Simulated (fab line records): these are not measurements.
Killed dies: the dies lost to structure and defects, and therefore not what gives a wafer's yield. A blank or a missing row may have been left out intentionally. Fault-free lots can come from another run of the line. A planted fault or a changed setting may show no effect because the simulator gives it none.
Matching of chambers :: flow gf180mcu :: cmp-02 running GF_V2_CMP_26: 4 sister chambers
The step polishes, stops on SiO2, t overpolish 15 s, target thk 0 nm. 4 wafers are shown with their chamber, then 9 later ones without.

## WAFERS PAIRED WITH THEIR CHAMBERS
wafer: L895.3
chamber: 3
motor current A (A): 13.4

wafer: L903.2
chamber: 2
motor current A (A): 10.9

wafer: L903.3
chamber: 0
motor current A (A): 11.0

wafer: L903.4
chamber: 1
motor current A (A): 11.6

## WAFERS WITH NO CHAMBER GIVEN
wafer: L905.1
motor current A (A): 12.8

wafer: L905.2
motor current A (A): 11.1

wafer: L905.4
motor current A (A): 11.2

wafer: L907.3
motor current A (A): 12.8

wafer: L907.4
motor current A (A): 10.8

wafer: L907.5
motor current A (A): 10.6

wafer: L908.4
motor current A (A): 13.7

wafer: L908.5
motor current A (A): 10.3

wafer: L908.6
motor current A (A): 11.0

## CHAMBER TAKEN BY EACH
wafer: L905.1
from the rows above: can't be placed: 3 or 1
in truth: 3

wafer: L905.2
from the rows above: can't be placed: 0 or 2 or 1
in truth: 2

wafer: L905.4
from the rows above: can't be placed: 0 or 2 or 1
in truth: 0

wafer: L907.3
from the rows above: can't be placed: 3 or 1
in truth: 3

wafer: L907.4
from the rows above: can't be placed: 2 or 0 or 1
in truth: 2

wafer: L907.5
from the rows above: can't be placed: 2 or 0 or 1
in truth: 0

wafer: L908.4
from the rows above: 3
in truth: 3

wafer: L908.5
from the rows above: can't be placed: 2 or 0 or 1
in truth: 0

wafer: L908.6
from the rows above: can't be placed: 0 or 2 or 1
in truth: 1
1 of 9 placed correctly. Not placeable from these rows: 8 (in 8, the candidates include the true chamber). Number placed wrongly: 0.
How it was worked out, from the rows above alone: a wafer's distance from a chamber is the root of the sum, over the readings, of the square of ((its reading less the chamber's mean) divided by the reading's scatter). The wafer belongs to the nearest chamber; if the next one is less than 2 further off, it can't be placed. For every chamber, the mean is computed from those of its wafers that are shown. The scatter: with one shown wafer a chamber, the root of the mean of the squares of how far each hidden wafer lies from its nearest shown one.
